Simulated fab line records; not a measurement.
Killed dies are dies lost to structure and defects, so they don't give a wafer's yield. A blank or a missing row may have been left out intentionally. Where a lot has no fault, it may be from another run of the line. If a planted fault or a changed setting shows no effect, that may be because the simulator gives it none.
Matching of chambers -- flow gf180mcu -- cmp-01 running GF_V5_CMP_26: 4 sister chambers
The step polishes, stops on SiO2, t overpolish 15 s, target thk 0 nm. 8 wafers are shown with their chamber, then 12 later ones without.

WAFERS PAIRED WITH THEIR CHAMBERS
wafer,chamber,motor_current_A (A),time_to_endpoint_s (s)
L092.2,0,11.1,88
L093.5,2,9.3,80
L093.2,0,11.0,84
L093.3,3,10.4,85
L093.6,3,10.7,88
L094.3,1,10.1,83
L094.5,2,8.9,90
L094.6,1,9.6,87

WAFERS WITHOUT THEIR CHAMBER
wafer,motor_current_A (A),time_to_endpoint_s (s)
L094.1,11.2,85
L094.2,9.9,92
L094.4,9.1,86
L095.3,11.4,89
L095.4,9.0,80
L095.6,10.9,85
L096.3,8.7,87
L096.4,11.2,92
L096.5,10.7,90
L097.1,10.8,88
L097.5,10.2,92
L097.6,9.1,84

THE CHAMBER EACH PASSED THROUGH
wafer,from the rows above,in truth
L094.1,can't be placed: 0 or 3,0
L094.2,can't be placed: 1 or 3 or 2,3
L094.4,2,2
L095.3,can't be placed: 0 or 3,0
L095.4,2,2
L095.6,can't be placed: 0 or 3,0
L096.3,2,2
L096.4,can't be placed: 0 or 3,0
L096.5,can't be placed: 3 or 0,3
L097.1,can't be placed: 3 or 0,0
L097.5,can't be placed: 3 or 1 or 0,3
L097.6,2,2
4 of 12 placed correctly. Can't be placed from these rows: 8 (the true chamber is among the candidates in 8). Wrongly placed: 0.
How it was worked out, from the rows above alone: a wafer's distance from a chamber is the root of the sum, over the readings, of the square of ((its reading less the chamber's mean) divided by the reading's scatter). The wafer belongs to the nearest chamber; if the next one is less than 2 further off, it can't be placed. The mean given for a chamber averages the wafers shown for that chamber. The scatter: take each reading less its chamber's mean, square it, sum over the shown wafers, divide by the number of wafers less the number of chambers, and take the root.
